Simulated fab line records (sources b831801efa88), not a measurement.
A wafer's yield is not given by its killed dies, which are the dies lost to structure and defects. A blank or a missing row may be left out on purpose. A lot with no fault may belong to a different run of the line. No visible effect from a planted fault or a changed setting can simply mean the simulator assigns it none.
Which tool did it? ; flow gf180mcu ; Sampling: 10 lots, 30 wafers, 5 of 602 route steps

== WHAT EACH GAUGE READ, for each wafer ==
GF_M3_RS_MEAS_05: measures by four-point-probe.
lot;measured;on;M3_ALCU_RS (ohm/sq)
L651;day 20 06:17;film metro-02;0.0693 0.0694 0.0695
L652;day 20 16:04;film metro-04;0.0701 0.0692 0.0685
L654;day 21 21:18;film metro-02;0.0696 0.0693 0.0696
L653;day 22 03:44;film metro-02;0.0688 0.0684 0.0684
L655;day 22 18:03;film metro-02;0.0696 0.0683 0.0687
L656;day 23 07:05;film metro-02;0.0691 0.0701 0.0703
L664;day 25 10:36;film metro-01;0.0699 0.0925 0.0702 0.0700 0.0925 0.0702
L667;day 26 07:37;film metro-04;0.0704 0.0703 0.0710
L668;day 26 15:50;film metro-01;0.0683 0.0685 0.0681
L669;day 26 22:22;film metro-02;0.0708 0.0709 0.0712

GF_M3_THK_MEAS_06: measures by xrf.
lot;measured;on;M3_ALCU_THK (nm)
L651;day 20 06:23;film metro-02;449 449 446
L652;day 20 16:10;film metro-04;443 447 452
L654;day 21 21:25;film metro-02;445 448 447
L653;day 22 03:50;film metro-02;455 457 455
L655;day 22 18:10;film metro-02;449 456 452
L656;day 23 07:13;film metro-02;446 442 440
L664;day 25 13:23;film metro-01;445 337 447 444 339 446
L667;day 26 07:44;film metro-04;441 443 440
L668;day 26 15:57;film metro-01;456 457 461
L669;day 26 22:27;film metro-02;442 440 438

== EACH LOT AND THE TOOL THAT RAN IT (in order: tool; ch and the chambers of the sampled wafers; start) ==
lot;GF_CONTACT_CVD_02;GF_CONTACT_SPUTTER_22;GF_M3_SPUTTER_02
L651;pecvd-04 ch 0,1,2, day 15 03:04;pvd sputter-02, day 16 01:52;pvd sputter-03, day 20 06:08
L652;pecvd-04 ch 0,1,2, day 15 12:22;pvd sputter-02, day 16 11:16;pvd sputter-01, day 20 15:56
L654;pecvd-01 ch 0,1,2, day 16 14:50;pvd sputter-02, day 17 14:40;pvd sputter-03, day 21 21:13
L653;pecvd-01 ch 0,1,2, day 16 19:14;pvd sputter-02, day 17 19:58;pvd sputter-03, day 22 03:35
L655;pecvd-03 ch 0,1, day 17 10:47;pvd sputter-04, day 18 11:04;pvd sputter-01, day 22 17:56
L656;pecvd-01 ch 0,1, day 18 00:08;pvd sputter-02, day 19 00:31;pvd sputter-01, day 23 07:00
L664;pecvd-03 ch 0,2, day 20 08:32;pvd sputter-02, day 21 09:44;pvd sputter-03, day 25 10:31
L667;pecvd-04 ch 1,2, day 21 06:27;pvd sputter-02, day 22 07:40;pvd sputter-02, day 26 07:32
L668;pecvd-04 ch 0,1,2, day 21 16:50;pvd sputter-02, day 22 17:16;pvd sputter-01, day 26 15:44
L669;pecvd-04 ch 0,1,2, day 22 01:53;pvd sputter-03, day 23 02:19;pvd sputter-01, day 26 22:12
- GF_CONTACT_CVD_02: deposits SiO2 from TEOS, target thk 860 nm, time 95.992 s.
- GF_CONTACT_SPUTTER_22: material Ti, target thk 15 nm, time 80.02 s.
- GF_M3_SPUTTER_02: material AlCu, target thk 450 nm, time 23.9 s.

== WHAT THE TOOLS THEMSELVES READ (means of the sampled wafers that have a number; where no wafer has one, the mark that the record gives instead) ==
GF_CONTACT_CVD_02.
lot;tool;heater power w (W)
L651;pecvd-04;655
L652;pecvd-04;671
L654;pecvd-01;647
L653;pecvd-01;612
L655;pecvd-03;606
L656;pecvd-01;532
L664;pecvd-03;638
L667;pecvd-04;603
L668;pecvd-04;603
L669;pecvd-04;679

GF_CONTACT_SPUTTER_22.
lot;tool;substrate temp c (C);throttle valve pct (%)
L651;pvd sputter-02;200.06;29.7
L652;pvd sputter-02;200.06;29.7
L654;pvd sputter-02;200.21;30.0
L653;pvd sputter-02;199.86;30.1
L655;pvd sputter-04;200.09;29.3
L656;pvd sputter-02;199.94;29.8
L664;pvd sputter-02;200.11;29.9
L667;pvd sputter-02;200.00;29.8
L668;pvd sputter-02;200.17;29.2
L669;pvd sputter-03;199.99;29.4

GF_M3_SPUTTER_02.
lot;tool;throttle valve pct (%)
L651;pvd sputter-03;30.6
L652;pvd sputter-01;31.3
L654;pvd sputter-03;29.9
L653;pvd sputter-03;29.2
L655;pvd sputter-01;30.8
L656;pvd sputter-01;30.9
L664;pvd sputter-03;30.2
L667;pvd sputter-02;29.8
L668;pvd sputter-01;30.9
L669;pvd sputter-01;30.0

== THE ANSWER, worked out from the rows above alone ==
Rule: the usual values come from the lots themselves. The widest of any qualifying gaps counts: lots, ordered by their means at a reading, are off when they make up no more than a third of the lots, leave a main group of 4 or more, and stand apart from it by 3 or more times the standard deviation of that group's means. If all means in a main group match to the digits the tables above print for the reading, that group is not used. Also off: a lot with no number at a reading for which 4 or more lots have one. The other lots that the step has rows for count as sound. After the gauges, taken in route order, come the tools' own readings; for these a lot's mean is taken, as printed above. The first step at which some lot is off is used, and at that step the reading that is off furthest; a lot without a number counts as furthest.
Off: at GF_M3_RS_MEAS_05 (M3_ALCU_RS), L664. The main group has a mean of 0.0695 ohm/sq with a standard deviation of 0.00083.
If a tool, at a process step before that reading, ran all the lots that are off and no sound lot after the first of them, it fits. Those tools and the gauges at GF_M3_RS_MEAS_05 are tried in the same way. Undecided on this evidence; 2 tools fit (pecvd-03 at GF_CONTACT_CVD_02, pvd sputter-03 at GF_M3_SPUTTER_02).

== WHAT WAS PUT IN BY THE SIMULATOR ==
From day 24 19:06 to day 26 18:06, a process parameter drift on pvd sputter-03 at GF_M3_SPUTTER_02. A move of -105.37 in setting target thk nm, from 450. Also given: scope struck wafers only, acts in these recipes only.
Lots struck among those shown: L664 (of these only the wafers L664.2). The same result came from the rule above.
